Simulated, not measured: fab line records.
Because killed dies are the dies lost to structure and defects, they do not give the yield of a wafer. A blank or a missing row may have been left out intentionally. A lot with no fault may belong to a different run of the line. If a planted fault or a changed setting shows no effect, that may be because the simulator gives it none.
Which tool is to blame? || flow gf180mcu || 24 lots (72 wafers sampled), 1 step of a 602-step route

## WHAT THE GAUGES READ, wafer by wafer
GF_V4_THK_MEAS_01. Usual: for V4_CVD_00_THK the level is 598 nm and the standard deviation is 5.6.
{"lot": "L074", "measured": "day 23 11:46", "on": "filmMetro-01", "V4_CVD_00_THK (nm)": "608 600 600", "flag": ""}
{"lot": "L075", "measured": "day 23 20:15", "on": "filmMetro-01", "V4_CVD_00_THK (nm)": "596 604 602", "flag": ""}
{"lot": "L076", "measured": "day 24 10:20", "on": "filmMetro-01", "V4_CVD_00_THK (nm)": "599 594 602", "flag": ""}
{"lot": "L077", "measured": "day 24 18:58", "on": "filmMetro-04", "V4_CVD_00_THK (nm)": "601 590 596", "flag": ""}
{"lot": "L079", "measured": "day 25 05:52", "on": "filmMetro-04", "V4_CVD_00_THK (nm)": "604 603 601", "flag": ""}
{"lot": "L078", "measured": "day 25 08:39", "on": "filmMetro-01", "V4_CVD_00_THK (nm)": "598 605 598", "flag": ""}
{"lot": "L080", "measured": "day 25 19:15", "on": "filmMetro-03", "V4_CVD_00_THK (nm)": "605 605 601", "flag": ""}
{"lot": "L081", "measured": "day 25 22:15", "on": "filmMetro-03", "V4_CVD_00_THK (nm)": "600 598 602", "flag": ""}
{"lot": "L082", "measured": "day 26 03:49", "on": "filmMetro-04", "V4_CVD_00_THK (nm)": "586 597 582", "flag": ""}
{"lot": "L083", "measured": "day 26 11:39", "on": "filmMetro-03", "V4_CVD_00_THK (nm)": "596 594 589", "flag": ""}
{"lot": "L084", "measured": "day 27 00:36", "on": "filmMetro-03", "V4_CVD_00_THK (nm)": "593 597 591", "flag": ""}
{"lot": "L085", "measured": "day 27 07:52", "on": "filmMetro-01", "V4_CVD_00_THK (nm)": "601 604 602", "flag": ""}
{"lot": "L086", "measured": "day 27 11:17", "on": "filmMetro-03", "V4_CVD_00_THK (nm)": "607 606 606", "flag": ""}
{"lot": "L087", "measured": "day 27 21:11", "on": "filmMetro-01", "V4_CVD_00_THK (nm)": "596 595 600", "flag": ""}
{"lot": "L088", "measured": "day 28 04:53", "on": "filmMetro-03", "V4_CVD_00_THK (nm)": "597 598 596", "flag": ""}
{"lot": "L089", "measured": "day 28 08:56", "on": "filmMetro-01", "V4_CVD_00_THK (nm)": "585 595 597", "flag": ""}
{"lot": "L090", "measured": "day 28 15:57", "on": "filmMetro-01", "V4_CVD_00_THK (nm)": "597 593 595", "flag": ""}
{"lot": "L091", "measured": "day 29 04:20", "on": "filmMetro-04", "V4_CVD_00_THK (nm)": "587 587 594", "flag": ""}
{"lot": "L092", "measured": "day 29 07:55", "on": "filmMetro-03", "V4_CVD_00_THK (nm)": "599 606 592", "flag": ""}
{"lot": "L093", "measured": "day 29 14:35", "on": "filmMetro-04", "V4_CVD_00_THK (nm)": "602 602 599", "flag": ""}
{"lot": "L094", "measured": "day 29 20:37", "on": "filmMetro-04", "V4_CVD_00_THK (nm)": "595 595 599", "flag": ""}
{"lot": "L095", "measured": "day 30 03:01", "on": "filmMetro-03", "V4_CVD_00_THK (nm)": "600 592 598", "flag": ""}
{"lot": "L096", "measured": "day 30 14:59", "on": "filmMetro-01", "V4_CVD_00_THK (nm)": "597 601 596", "flag": ""}
{"lot": "L097", "measured": "day 30 18:51", "on": "filmMetro-04", "V4_CVD_00_THK (nm)": "600 597 594", "flag": ""}

## TOOL THAT RAN EACH LOT (tool first, then ch and the chambers of the sampled wafers, then the start)
There is no process step in the record ahead of these readings.

## AS READ BY THE TOOLS THEMSELVES (means over the sampled wafers that have a number; for cases with no such wafer, the mark the record gives instead)
The record holds no such reading with a usual standard deviation.

## THE ANSWER, worked out from the rows above alone
Rule: a lot is off if the mean of its wafers that have a number lies more than 3 standard deviations from the usual mean. A lot without any number at a reading at which 4 lots or more have one is off too. The other lots that the step has rows for count as sound. First the gauges in route order, then the tools' own readings, where a lot's mean is used as printed above. The first step at which some lot is off is used, and at that step the reading that is off furthest; a lot without a number counts as furthest.
No lot is off on any of the readings shown, so nothing can be concluded from this.

## WHAT THE SIMULATOR HAD INSERTED
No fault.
